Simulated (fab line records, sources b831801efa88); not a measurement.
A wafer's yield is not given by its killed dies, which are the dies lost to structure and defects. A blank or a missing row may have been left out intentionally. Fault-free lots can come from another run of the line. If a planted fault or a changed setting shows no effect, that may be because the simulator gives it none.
Split-lot trial :: flow sfq-line :: on a route of 325 steps: 5 lots, 23 wafers read

== THE SPLIT ==
At SFQ_TRILAYER_M1_ETCH_METAL_ETCH_042 (etches Nb in Cl2/Ar, stops on SiO2, target depth 240 nm, time 120 s), the setting icp-w was moved away from the recipe's 600 W on 11 of the 23 wafers read, by -10.1% to +6.7%. The other wafers ran this setting at the recipe's value.

Reading taken at the split's own step.

== THE READING ==
KrF_of_TRILAYER_M1_LITHO_COAT_039.thk-nm (the simulator's own value, which no gauge read), in nm, at SFQ_TRILAYER_M1_ETCH_METAL_ETCH_042 (etches Nb in Cl2/Ar, stops on SiO2, target depth 240 nm, time 120 s). The file gives no usual value for it. Across the 12 wafers here that went through the recipe, the average is 381.3 nm and the standard deviation 2.9 nm.

wafer: L075.1
tool, chamber at the split: rie-metal-03, 1
icp-w as run, W: 620.2
against the recipe: +3.4%
KrF_of_TRILAYER_M1_LITHO_COAT_039.thk-nm, nm: 371.5
against lot-mates on the recipe: -9.4

wafer: L075.2
tool, chamber at the split: rie-metal-03, 0
icp-w as run, W: 600
against the recipe: recipe
KrF_of_TRILAYER_M1_LITHO_COAT_039.thk-nm, nm: 382.5
against lot-mates on the recipe: -

wafer: L075.3
tool, chamber at the split: rie-metal-03, 1
icp-w as run, W: 620.2
against the recipe: +3.4%
KrF_of_TRILAYER_M1_LITHO_COAT_039.thk-nm, nm: 373.3
against lot-mates on the recipe: -7.6

wafer: L075.4
tool, chamber at the split: rie-metal-03, 0
icp-w as run, W: 600
against the recipe: recipe
KrF_of_TRILAYER_M1_LITHO_COAT_039.thk-nm, nm: 379.4
against lot-mates on the recipe: -

wafer: L075.5
tool, chamber at the split: rie-metal-03, 1
icp-w as run, W: 620.2
against the recipe: +3.4%
KrF_of_TRILAYER_M1_LITHO_COAT_039.thk-nm, nm: 371.4
against lot-mates on the recipe: -9.6

wafer: L076.1
tool, chamber at the split: rie-metal-03, 0
icp-w as run, W: 600
against the recipe: recipe
KrF_of_TRILAYER_M1_LITHO_COAT_039.thk-nm, nm: 379.5
against lot-mates on the recipe: -

wafer: L076.2
tool, chamber at the split: rie-metal-03, 1
icp-w as run, W: 539.3
against the recipe: -10.1%
KrF_of_TRILAYER_M1_LITHO_COAT_039.thk-nm, nm: 386
against lot-mates on the recipe: +8.8

wafer: L076.4
tool, chamber at the split: rie-metal-03, 1
icp-w as run, W: 600
against the recipe: recipe
KrF_of_TRILAYER_M1_LITHO_COAT_039.thk-nm, nm: 374.9
against lot-mates on the recipe: -

wafer: L076.5
tool, chamber at the split: rie-metal-03, 0
icp-w as run, W: 539.3
against the recipe: -10.1%
KrF_of_TRILAYER_M1_LITHO_COAT_039.thk-nm, nm: 391.4
against lot-mates on the recipe: +14.2

wafer: L076.6
tool, chamber at the split: rie-metal-03, 1
icp-w as run, W: 539.3
against the recipe: -10.1%
KrF_of_TRILAYER_M1_LITHO_COAT_039.thk-nm, nm: 387.2
against lot-mates on the recipe: +10.0

wafer: L077.1
tool, chamber at the split: rie-metal-02, 0
icp-w as run, W: 545.7
against the recipe: -9.0%
KrF_of_TRILAYER_M1_LITHO_COAT_039.thk-nm, nm: 392.1
against lot-mates on the recipe: +11.1

wafer: L077.2
tool, chamber at the split: rie-metal-02, 1
icp-w as run, W: 545.7
against the recipe: -9.0%
KrF_of_TRILAYER_M1_LITHO_COAT_039.thk-nm, nm: 394.5
against lot-mates on the recipe: +13.5

wafer: L077.3
tool, chamber at the split: rie-metal-02, 0
icp-w as run, W: 600
against the recipe: recipe
KrF_of_TRILAYER_M1_LITHO_COAT_039.thk-nm, nm: 379.9
against lot-mates on the recipe: -

wafer: L077.4
tool, chamber at the split: rie-metal-02, 1
icp-w as run, W: 545.7
against the recipe: -9.0%
KrF_of_TRILAYER_M1_LITHO_COAT_039.thk-nm, nm: 393.4
against lot-mates on the recipe: +12.4

wafer: L077.5
tool, chamber at the split: rie-metal-02, 1
icp-w as run, W: 600
against the recipe: recipe
KrF_of_TRILAYER_M1_LITHO_COAT_039.thk-nm, nm: 382.2
against lot-mates on the recipe: -

wafer: L082.2
tool, chamber at the split: rie-metal-03, 0
icp-w as run, W: 640.4
against the recipe: +6.7%
KrF_of_TRILAYER_M1_LITHO_COAT_039.thk-nm, nm: 374.4
against lot-mates on the recipe: -7.7

wafer: L082.3
tool, chamber at the split: rie-metal-03, 1
icp-w as run, W: 640.4
against the recipe: +6.7%
KrF_of_TRILAYER_M1_LITHO_COAT_039.thk-nm, nm: 372.5
against lot-mates on the recipe: -9.6

wafer: L082.4
tool, chamber at the split: rie-metal-03, 0
icp-w as run, W: 600
against the recipe: recipe
KrF_of_TRILAYER_M1_LITHO_COAT_039.thk-nm, nm: 384
against lot-mates on the recipe: -

wafer: L082.5
tool, chamber at the split: rie-metal-03, 0
icp-w as run, W: 600
against the recipe: recipe
KrF_of_TRILAYER_M1_LITHO_COAT_039.thk-nm, nm: 383.1
against lot-mates on the recipe: -

wafer: L082.6
tool, chamber at the split: rie-metal-03, 1
icp-w as run, W: 600
against the recipe: recipe
KrF_of_TRILAYER_M1_LITHO_COAT_039.thk-nm, nm: 379.1
against lot-mates on the recipe: -

wafer: L083.2
tool, chamber at the split: rie-metal-01, 0
icp-w as run, W: 600
against the recipe: recipe
KrF_of_TRILAYER_M1_LITHO_COAT_039.thk-nm, nm: 384.9
against lot-mates on the recipe: -

wafer: L083.3
tool, chamber at the split: rie-metal-01, 0
icp-w as run, W: 600
against the recipe: recipe
KrF_of_TRILAYER_M1_LITHO_COAT_039.thk-nm, nm: 385.5
against lot-mates on the recipe: -

wafer: L083.6
tool, chamber at the split: rie-metal-01, 1
icp-w as run, W: 600
against the recipe: recipe
KrF_of_TRILAYER_M1_LITHO_COAT_039.thk-nm, nm: 380.1
against lot-mates on the recipe: -

THE FIT
A straight line over all 23 wafers: KrF_of_TRILAYER_M1_LITHO_COAT_039.thk-nm changes by -1.14 nm for each +1% of icp-w; r = -0.87; the points scatter about the line by 3.5 nm.
The same after taking each lot's own level away (the mean of its wafers on the recipe; 23 wafers): -1.33 nm for each +1%; r = -0.95; scatter 2.5 nm.
On that fit, the largest move of icp-w shifts the reading by 13 nm.
Across the lots, their own levels run from 377.20 to 383.50 nm, a range of 2.2 times the standard deviation given above.
So the lot-to-lot level changes the slope: the two fits differ.
Check: with one of the wafers moved furthest among these (-10.1%) left out of the fit, the line predicts +13.4 nm for it against its lot-mates. It came out at +8.8 nm against them.

== OTHER SPLITS ON THESE WAFERS ==
Note: prior to the reading, these wafers also went through further splits. Each is held against what the fit with the lots' levels taken away leaves over:
other split on the same wafers: SFQ_TRILAYER_L0_LITHO_EXPOSE_006 dose-mj
wafers away from the commonest value: 7
r with KrF_of_TRILAYER_M1_LITHO_COAT_039.thk-nm (lot level and that fit taken away): +0.05

other split on the same wafers: SFQ_TRILAYER_L0_LITHO_PEB_008 peb-time-s
wafers away from the commonest value: 9
r with KrF_of_TRILAYER_M1_LITHO_COAT_039.thk-nm (lot level and that fit taken away): +0.09

other split on the same wafers: SFQ_TRILAYER_L0_VIA_LITHO_PEB_016 peb-temp-c
wafers away from the commonest value: 6
r with KrF_of_TRILAYER_M1_LITHO_COAT_039.thk-nm (lot level and that fit taken away): -0.24

other split on the same wafers: SFQ_TRILAYER_L0_VIA_BARC_OPEN_VIA_ETCH_021 bias-w
wafers away from the commonest value: 8
r with KrF_of_TRILAYER_M1_LITHO_COAT_039.thk-nm (lot level and that fit taken away): -0.08

other split on the same wafers: SFQ_TRILAYER_M0_BARC_OPEN_METAL_ETCH_031 time-s
wafers away from the commonest value: 9
r with KrF_of_TRILAYER_M1_LITHO_COAT_039.thk-nm (lot level and that fit taken away): +0.53

other split on the same wafers: SFQ_TRILAYER_I0_VIA_LITHO_COAT_036 spin-rpm
wafers away from the commonest value: 8
r with KrF_of_TRILAYER_M1_LITHO_COAT_039.thk-nm (lot level and that fit taken away): -0.11

other split on the same wafers: SFQ_TRILAYER_I0_VIA_BARC_OPEN_VIA_ETCH_046 source-w
wafers away from the commonest value: 11
r with KrF_of_TRILAYER_M1_LITHO_COAT_039.thk-nm (lot level and that fit taken away): -0.52

other split on the same wafers: SFQ_TRILAYER_M1_LITHO_COAT_044 spin-rpm
wafers away from the commonest value: 9
r with KrF_of_TRILAYER_M1_LITHO_COAT_039.thk-nm (lot level and that fit taken away): -0.01

other split on the same wafers: SFQ_TRILAYER_M1_LITHO_EXPOSE_040 dose-mj
wafers away from the commonest value: 7
r with KrF_of_TRILAYER_M1_LITHO_COAT_039.thk-nm (lot level and that fit taken away): +0.23

== FILE'S OWN FIT ==
KrF_of_TRILAYER_M1_LITHO_COAT_039.thk-nm changes by -1.29 nm for each +1% of icp-w, r = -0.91.
